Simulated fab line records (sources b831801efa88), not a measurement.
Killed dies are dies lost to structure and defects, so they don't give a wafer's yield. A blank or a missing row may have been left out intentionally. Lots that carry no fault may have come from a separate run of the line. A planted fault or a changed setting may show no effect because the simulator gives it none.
Comparing a struck lot with a sound one + flow gf180mcu + 16 out of 602 route steps
Sound: the wafers L708.3, L708.4, L708.6. Struck: wafers L724.2, L724.3 (left out: L724.4, a lot-mate that was not struck); the cause follows at the end.
Each step with rows lists, per side, the tool, then ch with its chambers, then its first start. Under that, the readings that differ: sound wafers + struck wafers + difference of the means + sigmas: that difference in standard deviations of wafers without a fault.
alike: readings with means less than 2 such deviations apart, plus words and numbers identical on both sides. not compared: withheld readings, readings lacking a value on some wafer, bounds such as >300 that could conceal the same value, and numbers that have no deviation in the record and whose values overlap.
A row with sigmas, a row that says differs or no value, or rows on one side alone: a step with any of these is where the two part. Numbers that don't overlap but have no deviation are shown without sigmas and don't part them. Lack of a reading on every wafer of one side parts them only where that side has two or more wafers.

first, 9 steps without rows for these wafers: GF_MIM_STRIP_21 (strips in post etch residue remover, time 1200 s); GF_MIM_CLEAN_22 (cleans in DIW); GF_M5_DEHYDRATE_00 (time 60 s); GF_M5_HMDS_01 (prime time 60 s); GF_M5_COAT_02 (resist thk 1000 nm); GF_M5_SOFTBAKE_03 (time 60 s); GF_M5_EXPOSE_04 (exposes mask Metal5, target cd 280 nm); GF_M5_PEB_05 (peb time 90 s); GF_M5_DEVELOP_06 (develop time 60 s).
GF_M5_CD_MEAS_07: the cd target is 280 nm.
  sound on cd_sem-01, day 27 12:33; struck on cd_sem-02, day 31 19:37
  alike: cd_nm
GF_M5_OVL_MEAS_08:
  sound on overlay-02, day 27 12:39; struck on overlay-01, day 31 19:43
  alike: M5_OVL
GF_M5_ETCH_09: etches Si3N4 in CF4/O2, target depth 52 nm, time 11.6 s.
  sound on rie_diel-03 ch 1,3, day 27 12:40; struck on rie_diel-04 ch 1,3, day 31 19:45
  alike: drypump_motor_current_A, oes_product_au, throttle_valve_pct
  not compared: rf_hours_counter_h
GF_M5_METAL_ETCH_10: etches the open film in Cl2/BCl3, stops on SiO2, target depth 750.8 nm, time 125.1 s.
  sound on rie_metal-01 ch 0,1, day 27 12:45; struck on rie_metal-04 ch 0, day 31 19:46
| reading                             | sound                | struck        | difference | sigmas |
|-------------------------------------|----------------------|---------------|------------|--------|
| oes_product_au (a.u.)               | 0.986 0.990 0.985    | 1.006 1.006   | +0.019     | +3     |
| run_length_s (s)                    | 156.0 156.6 156.0    | 133.2 133.0   | -23.1      | -37    |
| throttle_valve_pct (%)              | 28.233 28.222 28.237 | 28.201 28.215 | -0.023     | -2     |
| model.KrF_of_M5_COAT_02.thk_nm (nm) | 652 640.3 653.8      | 694.7 690.7   | +44.0      |        |
  alike: drypump_motor_current_A
  not compared: rf_hours_counter_h
GF_M5_STRIP_11: strips in O2/N2.
  sound on plasma_asher-04 ch 0,1, day 27 12:54; struck on plasma_asher-04 ch 0,1, day 31 19:54
| reading                      | sound             | struck      | difference | sigmas |
|------------------------------|-------------------|-------------|------------|--------|
| oes_product_au (a.u.)        | 0.521 0.515 0.519 | 0.549 0.542 | +0.027     | +5     |
| strip_time_to_endpoint_s (s) | 7.06 6.94 7.07    | 7.47 7.44   | +0.43      | +7     |
  alike: drypump_motor_current_A, heater_power_w
  not compared: rf_hours_counter_h
then, 2 steps without rows for these wafers: GF_M5_STRIP_12 (strips in post etch residue remover, time 1200 s); GF_PASSIVATION_PROBE_99.

== WHERE THEY PART ==
Earliest at GF_M5_METAL_ETCH_10; latest, in this record, at GF_M5_STRIP_11.

WHY: whatever the simulator had introduced
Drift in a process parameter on rie_metal-04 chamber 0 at GF_M5_METAL_ETCH_10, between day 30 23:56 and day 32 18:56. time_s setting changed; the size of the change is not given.
